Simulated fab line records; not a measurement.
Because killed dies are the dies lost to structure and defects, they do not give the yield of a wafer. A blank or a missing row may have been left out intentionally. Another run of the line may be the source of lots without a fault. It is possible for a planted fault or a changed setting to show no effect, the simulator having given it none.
Matching of chambers    flow sky130    4 sister chambers for SKY_CONTACT_CMP_04 on cmp-02
The step polishes SiO2. 15 wafers are shown with their chamber, then 7 later ones without.

== WAFERS WITH THEIR CHAMBER ==
wafer   chamber  motor-current-A (A)  time-to-endpoint-s (s)
L666.1  1        13.3                 85
L666.4  3        11.5                 82
L666.5  3        12.0                 82
L670.3  1        13.6                 85
L670.4  3        11.8                 81
L671.2  2        12.4                 89
L671.3  1        13.7                 82
L671.6  2        12.3                 84
L672.1  2        12.8                 91
L672.6  0        11.3                 89
L681.1  3        11.3                 79
L681.3  1        13.9                 79
L681.4  2        13.1                 80
L682.2  0        11.9                 82
L682.4  3        11.9                 79

SIGNATURES (averages over the wafers above)
reading             chamber 0  chamber 1  chamber 2  chamber 3  scatter within a chamber
motor-current-A     11.600     13.625     12.650     11.700     0.319
time-to-endpoint-s  85.50      82.75      86.00      80.60      3.47
Rule: a wafer's distance from a chamber is the root of the sum, over the readings, of the square of ((its reading less the chamber's mean) divided by the reading's scatter). If the next closest chamber is less than 2 further off than the closest, the wafer can't be placed; otherwise it belongs to the closest. How the scatter is found: for the shown wafers, subtract from each reading the mean of its chamber, square and add these, divide the total by (wafers less chambers), then take the root.

== WAFERS WITH NO CHAMBER GIVEN ==
wafer   motor-current-A (A)  time-to-endpoint-s (s)
L682.5  11.2                 85
L683.2  13.9                 79
L683.5  11.8                 81
L683.6  12.8                 87
L685.1  12.6                 82
L685.2  13.6                 81
L685.5  13.1                 80

== EACH ONE'S CHAMBER ==
wafer   from the rows above      in truth
L682.5  can't be placed: 0 or 3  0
L683.2  1                        1
L683.5  can't be placed: 3 or 0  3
L683.6  2                        2
L685.1  can't be placed: 2 or 3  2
L685.2  1                        1
L685.5  can't be placed: 1 or 2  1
Correctly placed: 3 of 7. From these rows, 4 cannot be placed; in 4 the true chamber is one of the candidates. Placed wrongly: 0.
